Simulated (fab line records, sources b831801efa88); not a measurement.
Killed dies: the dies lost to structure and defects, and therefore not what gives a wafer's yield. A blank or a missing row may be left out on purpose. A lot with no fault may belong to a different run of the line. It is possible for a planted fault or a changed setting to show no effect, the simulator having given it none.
fab line records ; flow sky130
record: lots: 12; wafers: 36; lastDay: 50
route steps=708 shown CONTACT@411 METAL1@445 PAD_OPEN@708
lots untouched by any fault: they come from a run of this same line in which no faults occurred
startH: hours from the record's opening day to when the first of the lot's shown wafers began ; waitH: time in hours since the lot's previous step ; " repeats the value in the row above ; L1.1+2: several wafers, shown together as one row ; - value missing, or start not given ; * or withheld: withheld ; < > ~ a bound
route shown NAME@n: a module of which the file shows steps, and the number in the route of the first ; usual: mean/standard deviation taken from wafers without a fault ; same: alike in all rows ; chamber/n: place in a boat ; sites: the reading at each site ; _std_site: standard deviation of those values ; _edge_site: outer sites' mean less inner sites' ; radiusMm: for every site, how far away it sits from the centre of the wafer ; mask NAME#n: copy n ; behind: the last tool/chamber to shape the wafer ; hold: why the lot went on hold/how many hours it stayed there/how the hold came to an end ; device: which transistor (n, p or np) failed to switch ; end of line: tests run on the same wafers once the route is complete ; a step given without rows: its recipe and nothing more ; killed: dies lost to structure and defects at the first sort, not the wafer's yield ; map: the dies of a wafer, with x for killed, . for not killed, _ for no die there
set.NAME: the run value of the setting; set.NAME@STEP: its run value at that earlier step ; model.NAME: the simulator's own value behind a step, which no gauge read
a sample of lots followed through the steps of the route, with each step as a table and each wafer as a row
services: the hour from which a tool's chamber was out of use, counted from the record's first day as startH (under 0 if before that day), plus the number of hours and why
== steps ==
step: SKY_CONTACT_BOW_MEAS_05
recipe: mode: bow
usual: CONTACT_BOW: 82/6.7
lot.wafer;tool;chamber;startH;waitH;CONTACT_BOW[um]
L481.1;filmMetro-02;-;735.32;0.1;80
L481.2;filmMetro-02;-;735.32;0.1;68
L481.6;filmMetro-02;-;735.32;0.1;79
L482.4;filmMetro-01;-;746.63;0.3;77
L482.5;filmMetro-01;-;746.63;0.3;85
L482.6;filmMetro-01;-;746.63;0.3;85
L483.1;filmMetro-02;-;760.95;0.2;89
L483.3;filmMetro-02;-;760.95;0.2;78
L483.6;filmMetro-02;-;760.95;0.2;97
L484.2;filmMetro-01;-;761.27;0.2;80
L484.5;filmMetro-01;-;761.27;0.2;87
L484.6;filmMetro-01;-;761.27;0.2;78
L485.2;filmMetro-02;-;762.14;0.3;62
L485.3;filmMetro-02;-;762.14;0.3;80
L485.4;filmMetro-02;-;762.14;0.3;84
L486.1;filmMetro-04;-;795.12;0.2;81
L486.2;filmMetro-04;-;795.12;0.2;98
L486.5;filmMetro-04;-;795.12;0.2;78
L488.1;filmMetro-04;-;796.32;0.2;91
L488.4;filmMetro-04;-;796.32;0.2;85
L488.6;filmMetro-04;-;796.32;0.2;87
L494.2;filmMetro-01;-;838.19;0.2;90
L494.4;filmMetro-01;-;838.19;0.2;81
L494.6;filmMetro-01;-;838.19;0.2;75
L498.3;filmMetro-02;-;865.11;0.1;83
L498.4;filmMetro-02;-;865.11;0.1;81
L498.6;filmMetro-02;-;865.11;0.1;76
L499.2;filmMetro-02;-;876.79;0.2;77
L499.3;filmMetro-02;-;876.79;0.2;80
L499.6;filmMetro-02;-;876.79;0.2;78
L500.2;filmMetro-04;-;882.45;0.2;79
L500.4;filmMetro-04;-;882.45;0.2;81
L500.6;filmMetro-04;-;882.45;0.2;85
L501.1;filmMetro-02;-;883.20;0.2;86
L501.2;filmMetro-02;-;883.20;0.2;82
L501.6;filmMetro-02;-;883.20;0.2;76
step: SKY_CONTACT_CD_MEAS_14
recipe: targetCdNm: 170
usual: cdNm: 170.1/1.4
lot.wafer;tool;chamber;startH;waitH;cdNm
L481.1;cdSem-01;-;761.88;-;170.4
L481.2;cdSem-01;-;761.88;-;170.5
L481.6;cdSem-01;-;761.88;-;171.5
L482.4;cdSem-02;-;773.54;-;170.3
L482.5;cdSem-02;-;773.54;-;170.4
L482.6;cdSem-02;-;773.54;-;170.6
L483.1;cdSem-01;-;787.83;-;170.8
L483.3;cdSem-01;-;787.83;-;170.4
L483.6;cdSem-01;-;787.83;-;170.6
L484.2;cdSem-02;-;788.20;-;169.5
L484.5;cdSem-02;-;788.20;-;170.5
L484.6;cdSem-02;-;788.20;-;169.6
L485.2;cdSem-01;-;788.85;-;169.0
L485.3;cdSem-01;-;788.85;-;169.2
L485.4;cdSem-01;-;788.85;-;168.1
L486.1;cdSem-01;-;821.63;-;170.2
L486.2;cdSem-01;-;821.63;-;170.2
L486.5;cdSem-01;-;821.63;-;171.2
L488.1;cdSem-02;-;823.49;-;169.3
L488.4;cdSem-02;-;823.49;-;169.7
L488.6;cdSem-02;-;823.49;-;170.5
L494.2;cdSem-01;-;864.36;-;170.5
L494.4;cdSem-01;-;864.36;-;172.4
L494.6;cdSem-01;-;864.36;-;172.2
L498.3;cdSem-01;-;890.57;-;171.0
L498.4;cdSem-01;-;890.57;-;171.0
L498.6;cdSem-01;-;890.57;-;171.0
L499.2;cdSem-01;-;902.46;-;168.7
L499.3;cdSem-01;-;902.46;-;171.0
L499.6;cdSem-01;-;902.46;-;171.9
L500.2;cdSem-02;-;907.51;-;171.0
L500.4;cdSem-02;-;907.51;-;170.7
L500.6;cdSem-02;-;907.51;-;170.9
L501.1;cdSem-01;-;909.33;-;171.2
L501.2;cdSem-01;-;909.33;-;170.2
L501.6;cdSem-01;-;909.33;-;170.4
step: SKY_METAL1_SOFTBAKE_11
recipe: tempC: 100; timeS: 90; resist: KrF-thick
usual: heaterPowerTotalW: 57.36/0.12; plateTempC: 100.00/0.12
lot.wafer;tool;chamber;startH;waitH;heaterPowerTotalW;plateTempC
L481.1;lithoTrack-02;0;776;-;57.51;99.81
L481.2;lithoTrack-02;0;776;-;57.45;100.05
L481.6;lithoTrack-02;0;777;-;57.54;99.96
L482.4;lithoTrack-02;0;788;-;57.37;100.03
L482.5;lithoTrack-02;0;788;-;57.35;99.96
L482.6;lithoTrack-02;0;788;-;57.29;99.93
L483.1;lithoTrack-02;0;802;-;57.54;100.12
L483.3;lithoTrack-02;0;802;-;57.51;99.94
L483.6;lithoTrack-02;0;802;-;57.22;100.04
L484.2;lithoTrack-04;0;802;-;57.32;100.02
L484.5;lithoTrack-04;0;802;-;57.36;99.88
L484.6;lithoTrack-04;0;802;-;57.26;99.90
L485.2;lithoTrack-02;0;804;-;57.21;100.25
L485.3;lithoTrack-02;0;804;-;57.44;100.23
L485.4;lithoTrack-02;0;804;-;57.27;100.22
L486.1;lithoTrack-02;0;835;-;57.23;100.25
L486.2;lithoTrack-02;0;836;-;57.23;100.12
L486.5;lithoTrack-02;0;836;-;57.31;100.40
L488.1;lithoTrack-02;0;838;-;57.33;100.22
L488.4;lithoTrack-02;0;838;-;57.56;99.79
L488.6;lithoTrack-02;0;838;-;57.47;99.95
L494.2;lithoTrack-02;0;879;-;58.53;101.49
L494.4;lithoTrack-02;0;879;-;58.43;101.43
L494.6;lithoTrack-02;0;879;-;58.31;101.45
L498.3;lithoTrack-02;0;904;-;58.61;101.44
L498.4;lithoTrack-02;0;904;-;58.38;101.38
L498.6;lithoTrack-02;0;904;-;58.68;101.37
L499.2;lithoTrack-04;0;916;-;57.50;100.13
L499.3;lithoTrack-04;0;916;-;57.34;99.94
L499.6;lithoTrack-04;0;916;-;57.34;99.94
L500.2;lithoTrack-04;0;921;-;57.37;100.20
L500.4;lithoTrack-04;0;921;-;57.31;100.23
L500.6;lithoTrack-04;0;921;-;57.48;100.17
L501.1;lithoTrack-04;0;922;-;57.18;99.81
L501.2;lithoTrack-04;0;922;-;57.24;99.98
L501.6;lithoTrack-04;0;922;-;57.31;99.92
step: SKY_METAL1_METAL_ETCH_19
recipe: targetDepthA: 3600; stopOn: SiO2; overEtchFrac: 0.3; timeS: 78; chemistry: Cl2/BCl3; resistSidewallDeg: 88; pressureMtorr: 10; icpW: 900; biasW: 48.5; Cl2_flow_sccm: 60; bcl3FlowSccm: 30
usual: drypumpMotorCurrentA: 5.5/0.38; oesProductAu: 0.856/0.0052; throttleValvePct: 22.264/0.0093
lot.wafer;tool;chamber;startH;waitH;drypumpMotorCurrentA;oesProductAu;rfHoursCounterH;throttleValvePct
L481.1;rieMetal-04;1;790.93;0.0;5.7;0.862;8;22.249
L481.2;rieMetal-04;0;790.93;0.0;5.4;0.867;6;22.260
L481.6;rieMetal-04;0;790.93;0.0;5.4;0.854;-;22.276
L482.4;rieMetal-01;1;802.35;0.1;5.1;0.854;-;22.264
L482.5;rieMetal-01;1;802.35;0.1;5.1;0.852;-;22.263
L482.6;rieMetal-01;0;802.35;0.1;5.2;0.858;-;22.261
L483.1;rieMetal-02;1;816.07;0.0;5.3;0.859;3;22.263
L483.3;rieMetal-02;0;816.07;0.0;6.2;0.864;-;22.263
L483.6;rieMetal-02;1;816.07;0.0;5.3;0.853;-;22.274
L484.2;rieMetal-01;1;816.42;0.0;5.1;0.850;4;22.251
L484.5;rieMetal-01;1;816.42;0.0;5.1;0.856;-;22.265
L484.6;rieMetal-01;0;816.42;0.0;5.2;0.859;-;22.269
L485.2;rieMetal-04;1;817.97;0.0;5.6;0.859;9;22.259
L485.3;rieMetal-04;0;817.97;0.0;5.4;0.862;-;22.271
L485.4;rieMetal-04;1;817.97;0.0;5.7;0.869;-;22.262
L486.1;rieMetal-02;0;849.92;0.0;6.2;0.850;7;22.247
L486.2;rieMetal-02;1;849.92;0.0;5.3;0.853;4;22.263
L486.5;rieMetal-02;1;849.92;0.0;5.3;0.850;-;22.254
L488.1;rieMetal-02;0;852.07;0.0;6.2;0.859;7;22.263
L488.4;rieMetal-02;0;852.07;0.0;6.2;0.848;-;22.264
L488.6;rieMetal-02;1;852.07;0.0;5.3;0.862;-;22.239
L494.2;rieMetal-04;1;892.05;0.0;5.7;0.845;12;22.258
L494.4;rieMetal-04;0;892.05;0.0;5.4;0.852;-;22.260
L494.6;rieMetal-04;1;892.05;0.0;5.6;0.845;-;22.259
L498.3;rieMetal-02;1;917.30;0.1;5.3;0.860;-;22.266
L498.4;rieMetal-02;0;917.30;0.1;6.2;0.850;-;22.274
L498.6;rieMetal-02;0;917.30;0.1;6.2;0.862;-;22.259
L499.2;rieMetal-04;0;929.69;0.0;5.4;0.861;12;22.268
L499.3;rieMetal-04;0;929.69;0.0;5.4;0.856;-;22.258
L499.6;rieMetal-04;1;929.69;0.0;5.6;0.858;-;22.258
L500.2;rieMetal-02;0;935.28;0.0;6.2;0.854;11;22.284
L500.4;rieMetal-02;0;935.28;0.0;6.2;0.861;-;22.261
L500.6;rieMetal-02;1;935.28;0.0;5.3;0.863;-;22.275
L501.1;rieMetal-01;1;935.99;0.0;5.1;0.854;9;22.279
L501.2;rieMetal-01;0;935.99;0.0;5.2;0.856;17;22.270
L501.6;rieMetal-01;0;935.99;0.0;5.2;0.846;-;22.266
step: SKY_PAD_OPEN_PROBE_99
usual: defectLimitedYield: 82.3/2.1; killed_at_M0_to_M3: 44/7.3; killed_at_M4_up: 3.3/1.8; killedAtContacts: 24/5.3; killedAtFrontEnd: 16/5; killedAtOther: 0.2/0.51; killedDies: 87/10; killedOpen: 47/7.5; killedShort: 40/6.3; sort_bin_3_pad_short: 0.9/0.41; sort_bin_5_function: 10.5/1.6; sort_bin_6_memory: 6.3/1.2; sortNPass: 405/10; sortYieldPct: 82.3/2.1
same: grossDies: 492; killedAtBackSide: 0; sort_bin_4_leakage[%]: 0; sort_bin_8_speed[%]: 0
lot.wafer;tool;chamber;startH;waitH;defectLimitedYield[%];killed_at_M0_to_M3;killed_at_M4_up;killedAtContacts;killedAtFrontEnd;killedAtOther;killedDies;killedOpen;killedShort;sort_bin_3_pad_short[%];sort_bin_5_function[%];sort_bin_6_memory[%];sortNPass;sortYieldPct[%]
L484.5;prober-01;-;1121.49;0.2;83.7;39;3;21;17;0;80;43;37;0.6;10.6;5.1;412;83.7
killed by level:class
L484.5 VIA1:geometricParticle:open=9 CONTACT:geometricParticle:open=7 VIA3:geometricParticle:open=7 FIELD_ISO:geometricParticle:short=5 VIA2:geometricParticle:open=5 FIELD_ISO:geometricParticle:open=4 LI_CONTACT:geometricParticle:open=4 LOCAL_INTERCONNECT:geometricParticle:short=4
== services ==
tool;chamber;startH;hours;kind
rieMetal-04;-;811.24;0.2;repair
rieMetal-04;1;866.96;5.2;repair
rieMetal-04;-;933.36;4.3;pm
== key ==
firstSign: step: SKY_METAL1_SOFTBAKE_11; reading: plateTempC; direction: up; sigmas: 12; usual: *; struck: *
effect: step: SKY_METAL1_SOFTBAKE_11; reading: heaterPowerTotalW; direction: up; sigmas: 9.4; usual: *; struck: *
metAt SKY_METAL1_SOFTBAKE_11
struckLots L494,L498
notActingAt SKY_CONTACT_BOW_MEAS_05,SKY_CONTACT_CD_MEAS_14,SKY_METAL1_METAL_ETCH_19
onsetBetween 838 879
fault: kind: processParameterDrift; tool: lithoTrack-02; chamber: -; onsetH: 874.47; steps: SKY_METAL1_SOFTBAKE_11; channel: tempC; offset: *; shape: step; endH: 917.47; actsIn: *; stated: *
